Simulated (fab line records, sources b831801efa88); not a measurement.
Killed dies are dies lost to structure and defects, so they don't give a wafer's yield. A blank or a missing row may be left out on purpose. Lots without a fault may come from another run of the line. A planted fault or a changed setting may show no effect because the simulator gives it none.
Chamber matching | flow gf180mcu | GF_V4_CVD_02 on pecvd-03: 3 sister chambers
The step deposits SiO2 from TEOS, target thk 850 nm, time 94.851 s. 6 wafers are shown with their chamber, then 8 later ones without.

WAFERS WITH THEIR CHAMBER
wafer  | chamber | heater_power_outer_w (W) | heater_power_w (W)
L998.1 | 1       | 442                      | 720
L998.2 | 2       | 565                      | 862
L998.5 | 1       | 454                      | 754
L100.1 | 2       | 492                      | 765
L100.6 | 0       | 236                      | 456
L101.3 | 0       | 245                      | 474

WAFERS WITHOUT THEIR CHAMBER
wafer  | heater_power_outer_w (W) | heater_power_w (W)
L101.4 | 451                      | 737
L101.5 | 175                      | 363
L103.2 | 455                      | 740
L103.3 | 247                      | 461
L103.4 | 343                      | 607
L111.2 | 201                      | 392
L111.3 | 366                      | 616
L111.6 | 227                      | 431

WHICH CHAMBER EACH WENT THROUGH
wafer  | from the rows above     | in truth
L101.4 | 1                       | 1
L101.5 | 0                       | 0
L103.2 | 1                       | 1
L103.3 | 0                       | 0
L103.4 | can't be placed: 1 or 0 | 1
L111.2 | 0                       | 0
L111.3 | can't be placed: 1 or 0 | 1
L111.6 | 0                       | 0
Placed correctly: 6 of 8. Can't be placed from these rows: 2 (the true chamber is among the candidates in 2). Placed wrongly: 0.
How it was worked out, from the rows above alone: a wafer's distance from a chamber is the root of the sum, over the readings, of the square of ((its reading less the chamber's mean) divided by the reading's scatter). The wafer belongs to the nearest chamber; if the next one is less than 2 further off, it can't be placed. A chamber's mean is the mean of its shown wafers. The scatter: the root of (the sum of the squares of (reading less its chamber's mean) over the shown wafers, divided by (wafers less chambers)).
